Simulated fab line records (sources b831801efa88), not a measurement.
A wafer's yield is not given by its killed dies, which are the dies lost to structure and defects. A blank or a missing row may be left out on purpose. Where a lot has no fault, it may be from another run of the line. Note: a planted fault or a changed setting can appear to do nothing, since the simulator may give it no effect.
A lot that was struck, set against a sound lot / flow sky130 / 16 out of 708 route steps
Sound: wafers L869.2, L869.3, L869.4. Struck: wafer L877.4 (left out: L877.5, L877.6 of the same lot, which were not struck); the cause appears at the end.
Order at every step that has rows: each side's tool, ch and its chambers, its first start. Under that, the readings that differ: sound wafers / struck wafers / difference of the means / sigmas: that difference in standard deviations of wafers without a fault.
alike: readings with means less than 2 such deviations apart, plus words and numbers identical on both sides. not compared: withheld readings, readings lacking a value on some wafer, bounds such as >300 that could conceal the same value, and numbers that have no deviation in the record and whose values overlap.
A row with sigmas, a row that says differs or no value, or rows on one side alone: a step with any of these is where the two part. When numbers do not overlap yet have no deviation, they are printed without sigmas and do not part them. Lack of a reading on every wafer of one side parts them only where that side has two or more wafers.

SKY_SD_N_OVL_MEAS_08:
  struck on overlay-02, day 33 03:46; sound on overlay-02, day 30 09:31
  alike: SD_N_OVL
then, 2 steps without rows for these wafers: SKY_SD_N_IMPLANT_09; SKY_SD_N_IMPLANT_10.
SKY_SD_N_STRIP_11: strips in O2/N2.
  sound on plasmaAsher-02 ch 0,1, day 30 09:51; struck on plasmaAsher-02 ch 0, day 33 04:07
  alike: drypumpMotorCurrentA, oesProductAu, stripTimeToEndpointS
  not compared: rfHoursCounterH
SKY_SD_N_TW_MEAS_12:
  struck on filmMetro-01, day 33 04:13; sound on filmMetro-02, day 30 09:58
  alike: SD_N_TW
then, 1 step without rows for these wafers: SKY_SD_N_CLEAN_13 (cleans in SC1/SC2, time 150 s).
SKY_SD_N_RTA_14: time 2 s.
  sound on rtpAnneal-01 ch 0, day 30 10:04; struck on rtpAnneal-01 ch 0, day 33 04:19
  alike: lampPowerPct, wafer_temp_C_max
SKY_SD_N_RS_MEAS_16: the measuring method here is four-point-probe.
  struck on filmMetro-02, day 33 04:32; sound on filmMetro-03, day 30 10:15
  alike: SD_N_RS
SKY_SD_N_RS_MEAS_17: the measuring method here is four-point-probe.
  struck on filmMetro-02, day 33 04:39; sound on filmMetro-03, day 30 10:22
  alike: SD_P_RS
SKY_SD_N_RS_MEAS_18: the measuring method here is four-point-probe.
  struck on filmMetro-02, day 33 04:46; sound on filmMetro-03, day 30 10:29
reading=RES_XHIGH_RS (ohm/sq); sound=332.1 330.6 330.6; struck=334.8; difference=+3.7; sigmas=+3
then, 1 step without rows for these wafers: SKY_SALICIDE_CLEAN_00 (cleans in HF-last, time 30 s).
SKY_LI_CONTACT_HDPCVD_00: deposits PSG, target thk 930 nm, time 155 s.
  sound on hdpcvd-02 ch 1,2, day 30 10:37; struck on hdpcvd-02 ch 0, day 33 04:54
reading=runLengthS (s); sound=182.9 183.6 183.2; struck=211.7; difference=+28.5; sigmas=+59
reading=model.PSG_of_LI_CONTACT_HDPCVD_00.thkNm (nm); sound=941.1 919.2 918.8; struck=1097; difference=+171; sigmas=
SKY_LI_CONTACT_THK_MEAS_01:
  struck on filmMetro-03, day 33 04:59; sound on filmMetro-01, day 30 10:43
reading=LI_CONTACT_HDPCVD_THK (nm); sound=941 919 918; struck=1097; difference=+171; sigmas=+17
SKY_LI_CONTACT_CMP_02: polishes PSG.
  sound on cmp-01 ch 0,1,3, day 30 10:46; struck on cmp-01 ch 0, day 33 05:10
reading=timeToEndpointS (s); sound=32.6 27.1 33.4; struck=50.7; difference=+19.7; sigmas=+8
  alike: motorCurrentA
SKY_LI_CONTACT_BOW_MEAS_03:
  struck on filmMetro-02, day 33 05:22; sound on filmMetro-01, day 30 11:06
  alike: LI_CONTACT_BOW
SKY_PAD_OPEN_PROBE_99:
  the record has rows for the sound wafers here (prober-01, day 47 16:21) and none for the struck ones

## WHERE THEY PART
At SKY_SD_N_RS_MEAS_18 first; at SKY_PAD_OPEN_PROBE_99 last (within this record only).

WHY: the cause the simulator had injected
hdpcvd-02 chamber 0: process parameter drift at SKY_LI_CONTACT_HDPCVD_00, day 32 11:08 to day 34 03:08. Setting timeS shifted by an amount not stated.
